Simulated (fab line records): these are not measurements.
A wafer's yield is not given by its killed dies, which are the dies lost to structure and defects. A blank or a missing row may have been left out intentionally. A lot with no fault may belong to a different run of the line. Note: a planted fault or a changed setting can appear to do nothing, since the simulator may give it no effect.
Comparing a struck lot with a sound one	flow sky130	14 steps out of a route of 708
Sound: wafers L192.1, L192.2, L192.3. Wafers struck: L206.1, L206.5, L206.6. Last of all comes the cause.
Per side, at each step with rows, come the tool, then ch with its chambers, and then its first start. Under that, the readings that differ: sound wafers	struck wafers	difference of the means	sigmas: that difference in standard deviations of wafers without a fault.
alike: same words and numbers on both sides, and readings whose means sit less than 2 such deviations apart. not compared: any withheld reading, any reading some wafer has no value for, any bound like >300 that may hide the same value, and any number with overlapping values for which the record gives no deviation.
The two part at a step that has a row with sigmas, a row that says differs or no value, or rows on one side only. Numbers that have no deviation but don't overlap get no sigmas and don't part them. A reading that every wafer of one side lacks parts them only if that side has two wafers or more.

first, 5 steps without rows for these wafers: SKY_LI_CONTACT_COAT_07 (resist thk 450 nm); SKY_LI_CONTACT_SOFTBAKE_08 (time 90 s); SKY_LI_CONTACT_EXPOSE_09 (exposes mask LICM1, target cd 170 nm); SKY_LI_CONTACT_PEB_10; SKY_LI_CONTACT_DEVELOP_11 (develop time 60 s).
SKY_LI_CONTACT_CD_MEAS_12 targets a cd of 170 nm.
  sound on cd_sem-02, day 29 21:19; struck on cd_sem-01, day 34 08:07
  alike: cd_nm
SKY_LI_CONTACT_OVL_MEAS_13:
  sound on overlay-01, day 29 21:26; struck on overlay-01, day 34 08:14
reading	sound	struck	difference	sigmas
LI_CONTACT_OVL (nm)	-21 -19 -23	-7 -8 -11	+12	+2
SKY_LI_CONTACT_ETCH_14: etches BARC in N2/H2, stops on SiO2, time 45.9 s, target depth 60 nm.
  sound on rie_diel-03 ch 0,1,2, day 29 21:28; struck on rie_diel-03 ch 0,1,3, day 34 08:16
  alike: drypump_motor_current_A, oes_product_au, throttle_valve_pct
  not compared: rf_hours_counter_h
SKY_LI_CONTACT_ETCH_15: etches PSG in C4F8/O2/Ar, stops on Si, target depth 600 nm.
  sound on rie_diel-03 ch 0,1,2, day 29 21:31; struck on rie_diel-03 ch 0,1,3, day 34 08:19
  alike: oes_product_au
SKY_LI_CONTACT_STRIP_16: strips in O2/N2.
  sound on plasma_asher-03 ch 0,1, day 29 21:36; struck on plasma_asher-01 ch 0,1, day 34 08:24
  alike: drypump_motor_current_A, oes_product_au, strip_time_to_endpoint_s
  not compared: rf_hours_counter_h
then, 2 steps without rows for these wafers: SKY_LI_CONTACT_CLEAN_17 (cleans in NMP, time 600 s); SKY_LI_CONTACT_PRE_CLEAN_18 (time 5.6 s).
SKY_LI_CONTACT_SPUTTER_19: material Ti, target thk 20 nm, time 106.37 s.
  sound on pvd_sputter-04, day 29 22:04; struck on pvd_sputter-04, day 34 08:43
  no value came back on the struck wafers for cathode_dc_power_W (W), chamber_pressure_pa (Pa), substrate_temp_c (C), throttle_valve_pct (%); on the sound wafers cathode_dc_power_W (W) reads 2499.8 2500.0 2500.3
SKY_LI_CONTACT_SPUTTER_20: material TiN, target thk 20 nm, time 80 s.
  sound on pvd_sputter-04, day 29 22:09; struck on pvd_sputter-04, day 34 08:47
  alike: cathode_dc_power_W, chamber_pressure_pa, throttle_valve_pct

## WHERE THEY PART
Last at SKY_LI_CONTACT_SPUTTER_19 as far as this record goes, first at SKY_LI_CONTACT_OVL_MEAS_13. Later steps at which nothing parts them and some readings are alike: SKY_LI_CONTACT_SPUTTER_20.

WHY: whatever the simulator had introduced
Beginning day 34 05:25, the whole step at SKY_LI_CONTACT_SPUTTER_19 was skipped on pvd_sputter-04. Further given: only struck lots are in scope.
